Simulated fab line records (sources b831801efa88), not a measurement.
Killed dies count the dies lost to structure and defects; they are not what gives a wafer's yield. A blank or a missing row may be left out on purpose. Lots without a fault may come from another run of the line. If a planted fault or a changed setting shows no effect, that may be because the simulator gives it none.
A single fault, viewed from 2 desks ; flow sky130 ; each desk holds nothing but its own numbers, with what lay behind them at the end

AT THE TOOL OWNER'S DESK: krfScanner-01
The tool's own readings at SKY_LI_CONTACT_EXPOSE_09 (exposes mask LICM1, target cd 170 nm): means of the sampled wafers that have a number, for each lot that ran on this tool. Any lot whose mean is over 4 standard deviations away from the usual mean is out of limits and marked OUT; that distance is given in the brackets.
Columns: A = exposureDoseMJCm2 at SKY_LI_CONTACT_EXPOSE_09, usual 38.09
lot;first seen here;A
L880;day 31 05:41;37.95
L882;day 31 15:15;37.99
L883;day 32 10:46;37.95
L886;day 32 21:26;37.95
This desk's verdict: no lot among the 4 shows anything out of limits.

AT THE METROLOGY DESK
What the gauges read, lot by lot, whatever tool the lot ran on: means of the sampled wafers that have a number. Any lot whose mean is over 4 standard deviations away from the usual mean is out of limits and marked OUT; that distance is given in the brackets.
Columns: A = SD_P_RS at SKY_SD_N_RS_MEAS_17, usual 147.1 ohm/sq; B = RES_XHIGH_RS at SKY_SD_N_RS_MEAS_18, usual 333.3 ohm/sq; C = LI_CONTACT_HDPCVD_THK at SKY_LI_CONTACT_THK_MEAS_01, usual 934 nm; D = LI_CONTACT_BOW at SKY_LI_CONTACT_BOW_MEAS_03, usual 58 um; E = cdNm at SKY_LI_CONTACT_CD_MEAS_12, usual 170.1 nm; F = LI_CONTACT_OVL at SKY_LI_CONTACT_OVL_MEAS_13, usual 0 nm
lot;first seen here;A;B;C;D;E;F
L880;day 30 14:19;147.8;334.3;935;60;173.1;-1
L882;day 31 00:20;147.2;333.0;943;54;168.4;0
L883;day 31 19:47;146.6;332.9;941;57;171.3;5
L886;day 32 07:10;147.0;333.6;949;49;166.4;-1
L895;day 34 20:20;147.1;332.5;945;62;169.2;1
L896;day 35 03:35;147.3;333.4;939;55;169.1;4
This desk's verdict: no lot among the 6 shows anything out of limits.

TAKEN TOGETHER
The tool owner's desk saw nothing out of limits.
The metrology desk saw nothing out of limits.

WHAT THE SIMULATOR HAD PUT IN
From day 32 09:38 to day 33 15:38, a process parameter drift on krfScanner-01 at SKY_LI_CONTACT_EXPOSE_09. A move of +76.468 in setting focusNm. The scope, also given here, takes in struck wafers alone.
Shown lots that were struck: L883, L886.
